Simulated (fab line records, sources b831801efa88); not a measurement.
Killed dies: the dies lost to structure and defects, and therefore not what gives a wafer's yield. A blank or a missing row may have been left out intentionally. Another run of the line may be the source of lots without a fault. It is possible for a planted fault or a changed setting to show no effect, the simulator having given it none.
A lot that was struck, set against a sound lot    flow gf180mcu    17 steps out of a route of 602
Sound: these wafers, L403.1, L403.5, L403.6. Wafers struck: L398.1, L398.2, L398.5. The cause is named last.
For every step that has rows: the tool of each side, followed by ch and its chambers, followed by its first start. Under that, the readings that differ: sound wafers    struck wafers    difference of the means    sigmas: that difference in standard deviations of wafers without a fault.
alike: readings with means less than 2 such deviations apart, plus words and numbers identical on both sides. not compared: withheld readings, readings lacking a value on some wafer, bounds such as >300 that could conceal the same value, and numbers that have no deviation in the record and whose values overlap.
Wherever a step has rows on one side only, a row that says differs or no value, or a row with sigmas, the two part there. Numbers that don't overlap but have no deviation are shown without sigmas and don't part them. Lack of a reading on every wafer of one side parts them only where that side has two or more wafers.

GF_STI_CMP_25: polishes, stops on Si3N4, t overpolish 33 s, target thk 524.6 nm.
  sound on cmp-01 ch 0,1,3, day 6 20:52; struck on cmp-01 ch 0,1,3, day 5 18:55
  alike: motorCurrentA, overpolishRunS, platenRpm, timeToEndpointS
then, 4 steps without rows for these wafers: GF_STI_WET_ETCH_26 (etches SiO2 in dHF, target depth 94 nm, time 188 s); GF_STI_WET_ETCH_27 (etches Si3N4 in H3PO4, target depth 160 nm, time 1825 s); GF_STI_WET_ETCH_28 (etches SiO2 in dHF, target depth 20 nm, time 40 s); GF_STI_OXIDATION_29 (stabilise 600 s, purge 300 s, target thk 10 nm).
GF_STI_THK_MEAS_30:
  sound: filmMetro-01 at day 6 23:09; struck: filmMetro-04 at day 5 21:06
  alike: STI_OXIDATION_02_THK
then, 6 steps without rows for these wafers: GF_DNWELL_DEHYDRATE_00 (time 60 s); GF_DNWELL_HMDS_01 (prime time 60 s); GF_DNWELL_COAT_02 (resist thk 3000 nm); GF_DNWELL_SOFTBAKE_03; GF_DNWELL_EXPOSE_04 (exposes mask DNWELL, target cd 1700 nm); GF_DNWELL_PEB_05.
GF_DNWELL_DEVELOP_06: develop time 60 s.
  sound on lithoTrack-04 ch 0, day 7 14:00; struck on lithoTrack-04, day 6 11:00
  no value came back on the struck wafers for chillPlateTempC (C), developTimeS (s); on the sound wafers chillPlateTempC (C) reads 22.98 23.00 23.14
then, 1 step without rows for these wafers: GF_DNWELL_IMPLANT_07.
GF_DNWELL_STRIP_08: strips in O2/N2.
  sound on plasmaAsher-04 ch 0,1, day 7 14:29; struck on plasmaAsher-04 ch 0,1, day 6 11:41
  alike: drypumpMotorCurrentA, heaterPowerW, oesProductAu, stripTimeToEndpointS
  not compared: rfHoursCounterH
GF_DNWELL_TW_MEAS_09:
  sound: filmMetro-02 at day 7 14:35; struck: filmMetro-04 at day 6 11:47
reading    sound           struck    difference  sigmas
DNWELL_TW  1345 1340 1339  31 31 31  -1310       -99 or more
then, 1 step without rows for these wafers: GF_NWELL_DEHYDRATE_00 (time 60 s).

== WHERE THEY PART ==
At GF_DNWELL_DEVELOP_06 first; at GF_DNWELL_TW_MEAS_09 last (within this record only).

WHY: the cause the simulator had injected
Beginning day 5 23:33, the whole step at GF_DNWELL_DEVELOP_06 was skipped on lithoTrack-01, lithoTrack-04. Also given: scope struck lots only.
